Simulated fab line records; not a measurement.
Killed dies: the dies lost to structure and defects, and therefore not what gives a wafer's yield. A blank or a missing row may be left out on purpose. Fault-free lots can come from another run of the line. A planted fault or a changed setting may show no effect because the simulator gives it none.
Tool commonality check    flow gf180mcu    Sampled: 13 lots, 42 wafers

## WHAT PROMPTED THE OPENING
Of 13 lots, 1 have the reading MVSD_TW flagged at GF_MVSD_TW_MEAS_11. No-fault wafers: 1572, standard deviation 9.2.
Rule: flag the lot when none of its wafers has a number, or when each of its wafers that has one lies beyond 4 standard deviations from that mean. All remaining lots are regarded as sound.

lot   measured      on             MVSD_TW, wafer by wafer        flag
L719  day 4 17:26   film-metro-02  1580 1574 1586                 
L720  day 4 22:13   film-metro-03  1563 1581 1564                 
L721  day 5 04:31   film-metro-03  1578 1580 1577                 
L722  day 5 09:52   film-metro-01  1568 1568 1568                 
L728  day 6 20:54   film-metro-03  1491 1495 1493 1492 1498 1494  FLAGGED
L732  day 8 01:46   film-metro-03  1548 1551 1561                 
L735  day 9 00:20   film-metro-02  1572 1580 1573                 
L736  day 9 00:25   film-metro-01  1570 1584 1571                 
L737  day 9 04:49   film-metro-02  1581 1585 1581                 
L738  day 9 13:08   film-metro-03  1564 1566 1574                 
L739  day 9 18:05   film-metro-01  1581 1578 1571                 
L740  day 9 23:05   film-metro-01  1578 1562 1572                 
L741  day 10 05:15  film-metro-03  1575 1571 1567                 
The numbers of the flagged lots are 1494 on average: -78 against the usual, or -8 standard deviations.

## TOOL THAT RAN EACH LOT
Before the reading, the record contains 3 process steps out of a 602-step route. Cell contents, in order: the tool; ch with the chambers the sampled wafers went through; the start.
lot   flag     GF_STI_ETCH_14                   GF_LVPWELL_STRIP_10                  GF_MVSD_STRIP_10
L719           rie-si-02 ch 0,2, day 2 07:19    plasma-asher-04 ch 0,1, day 4 03:32  plasma-asher-01 ch 0,1, day 4 17:19
L720           rie-si-02 ch 0,1,2, day 2 12:45  plasma-asher-01 ch 0,1, day 4 08:02  plasma-asher-03 ch 0,1, day 4 22:06
L721           rie-si-01 ch 2,3, day 2 17:41    plasma-asher-01 ch 0, day 4 14:06    plasma-asher-03 ch 0,1, day 5 04:25
L722           rie-si-01 ch 0,1,2, day 2 21:45  plasma-asher-04 ch 0,1, day 4 19:22  plasma-asher-01 ch 0,1, day 5 09:45
L728  FLAGGED  rie-si-01 ch 0,2, day 4 05:17    plasma-asher-04 ch 0,1, day 6 06:08  plasma-asher-01 ch 0,1, day 6 20:49
L732           rie-si-01 ch 1,2,3, day 5 03:20  plasma-asher-01 ch 0,1, day 7 09:04  plasma-asher-02 ch 0,1, day 8 01:39
L735           rie-si-02 ch 0,1, day 5 20:17    plasma-asher-02 ch 0,1, day 8 06:54  plasma-asher-03 ch 0,1, day 9 00:14
L736           rie-si-02 ch 0,2, day 5 23:19    plasma-asher-04 ch 0,1, day 8 07:08  plasma-asher-02 ch 0,1, day 9 00:18
L737           rie-si-01 ch 0,2,3, day 6 03:12  plasma-asher-01 ch 0,1, day 8 12:31  plasma-asher-01 ch 0, day 9 04:43
L738           rie-si-02 ch 0,1,2, day 6 12:12  plasma-asher-02 ch 0,1, day 8 19:41  plasma-asher-01 ch 0,1, day 9 13:02
L739           rie-si-01 ch 0,1,2, day 6 15:42  plasma-asher-02 ch 0,1, day 8 23:53  plasma-asher-02 ch 0,1, day 9 17:59
L740           rie-si-01 ch 0,2,3, day 6 23:14  plasma-asher-02 ch 0,1, day 9 05:26  plasma-asher-01 ch 0,1, day 9 23:01
L741           rie-si-02 ch 2,3, day 7 04:06    plasma-asher-01 ch 0,1, day 9 11:32  plasma-asher-01 ch 0,1, day 10 05:09
These steps, and what they do:
- GF_STI_ETCH_14: etches Si in HBr/Cl2/O2, target depth 360 nm, time 102.9 s.
- GF_LVPWELL_STRIP_10: strips in O2/N2.
- GF_MVSD_STRIP_10: strips in O2/N2.
- GF_MVSD_TW_MEAS_11

## FLAGGED OVER TOTAL, TOOL BY TOOL (the gauges that took the reading come last)
step                 tool             lots run  flagged  share of the flagged lots  sound lots run after its first flagged lot
GF_STI_ETCH_14       rie-si-01        7         1        all                        4 (L732,L737,L739,L740)
GF_STI_ETCH_14       rie-si-02        6         0        none                       -
GF_LVPWELL_STRIP_10  plasma-asher-01  5         0        none                       -
GF_LVPWELL_STRIP_10  plasma-asher-02  4         0        none                       -
GF_LVPWELL_STRIP_10  plasma-asher-04  4         1        all                        1 (L736)
GF_MVSD_STRIP_10     plasma-asher-01  7         1        all                        4 (L737,L738,L740,L741)
GF_MVSD_STRIP_10     plasma-asher-02  3         0        none                       -
GF_MVSD_STRIP_10     plasma-asher-03  3         0        none                       -
GF_MVSD_TW_MEAS_11   film-metro-01    4         0        none                       -
GF_MVSD_TW_MEAS_11   film-metro-02    3         0        none                       -
GF_MVSD_TW_MEAS_11   film-metro-03    6         1        all                        3 (L732,L738,L741)

## WHAT THE TABLE ALLOWS
4 rows of the table ran every flagged lot: rie-si-01 at GF_STI_ETCH_14, plasma-asher-04 at GF_LVPWELL_STRIP_10, plasma-asher-01 at GF_MVSD_STRIP_10, film-metro-03 at GF_MVSD_TW_MEAS_11.
- rie-si-01 at GF_STI_ETCH_14: 1 of its 7 lots flagged. Sound lots ran on it after the first flagged one (L732, L737, L739, L740), which a lasting fault on the whole tool wouldn't allow.
- plasma-asher-04 at GF_LVPWELL_STRIP_10: 1 of its 4 lots flagged. Sound lots ran on it after the first flagged one (L736), which a lasting fault on the whole tool wouldn't allow. Its own readings (oes-product-au) fall more than 4 standard deviations out on all wafers of the flagged lots.
- plasma-asher-01 at GF_MVSD_STRIP_10: 1 of its 7 lots flagged. Sound lots ran on it after the first flagged one (L737, L738, L740, L741), which a lasting fault on the whole tool wouldn't allow. Its own readings (strip-time-to-endpoint-s) fall more than 4 standard deviations out on all wafers of the flagged lots.
- film-metro-03 at GF_MVSD_TW_MEAS_11: 1 of its 6 lots flagged. Sound lots ran on it after the first flagged one (L732, L738, L741), which a lasting fault on the whole tool wouldn't allow.
No row of the table ran every flagged lot and no sound lot after the first.

## WHAT THE SIMULATOR HAD INSERTED
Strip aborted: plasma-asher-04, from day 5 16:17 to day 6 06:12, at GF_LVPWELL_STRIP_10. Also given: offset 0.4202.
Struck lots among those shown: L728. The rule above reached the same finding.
